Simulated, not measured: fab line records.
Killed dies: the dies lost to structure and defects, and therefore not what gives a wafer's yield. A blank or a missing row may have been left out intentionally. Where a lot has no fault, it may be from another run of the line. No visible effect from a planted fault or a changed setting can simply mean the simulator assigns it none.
Matching of chambers ; flow sky130 ; SKY_FIELD_ISO_ETCH_17 on rie-si-02: 4 sister chambers
The step etches Si in HBr/Cl2/O2, target depth 342 nm, time 97.7 s. 8 wafers are shown with their chamber, then 12 later ones without.

EACH WAFER AND ITS CHAMBER
wafer;chamber;drypump-motor-current-A (A);oes-product-au (a.u.)
L084.1;1;5.3;1.001
L084.6;2;6.0;1.004
L087.1;3;5.7;0.995
L087.2;1;5.3;1.008
L087.3;0;5.4;1.012
L088.1;0;5.5;1.016
L088.2;2;6.1;1.007
L088.5;3;5.6;0.993

WAFERS WHOSE CHAMBER IS MISSING
wafer;drypump-motor-current-A (A);oes-product-au (a.u.)
L090.1;5.5;1.008
L090.3;5.7;0.990
L090.6;5.5;1.013
L092.2;6.1;1.002
L092.3;5.6;0.987
L092.4;5.5;1.002
L094.4;5.5;1.005
L094.5;5.3;0.993
L094.6;6.1;0.994
L096.1;5.5;1.015
L096.2;5.3;1.014
L096.4;5.7;0.996

WHICH CHAMBER EACH WENT THROUGH
wafer;from the rows above;in truth
L090.1;can't be placed: 0 or 1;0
L090.3;3;3
L090.6;0;0
L092.2;2;2
L092.3;3;3
L092.4;can't be placed: 1 or 3 or 0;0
L094.4;can't be placed: 0 or 1 or 3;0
L094.5;1;1
L094.6;2;2
L096.1;0;0
L096.2;can't be placed: 0 or 1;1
L096.4;3;3
Correct placement for 8 of the 12. Cannot be placed on the basis of these rows: 4; the candidates contain the true chamber in 4. Number placed wrongly: 0.
How it was worked out, from the rows above alone: a wafer's distance from a chamber is the root of the sum, over the readings, of the square of ((its reading less the chamber's mean) divided by the reading's scatter). If the next closest chamber is less than 2 further off than the closest, the wafer can't be placed; otherwise it belongs to the closest. The mean given for a chamber averages the wafers shown for that chamber. How the scatter is found: for the shown wafers, subtract from each reading the mean of its chamber, square and add these, divide the total by (wafers less chambers), then take the root.
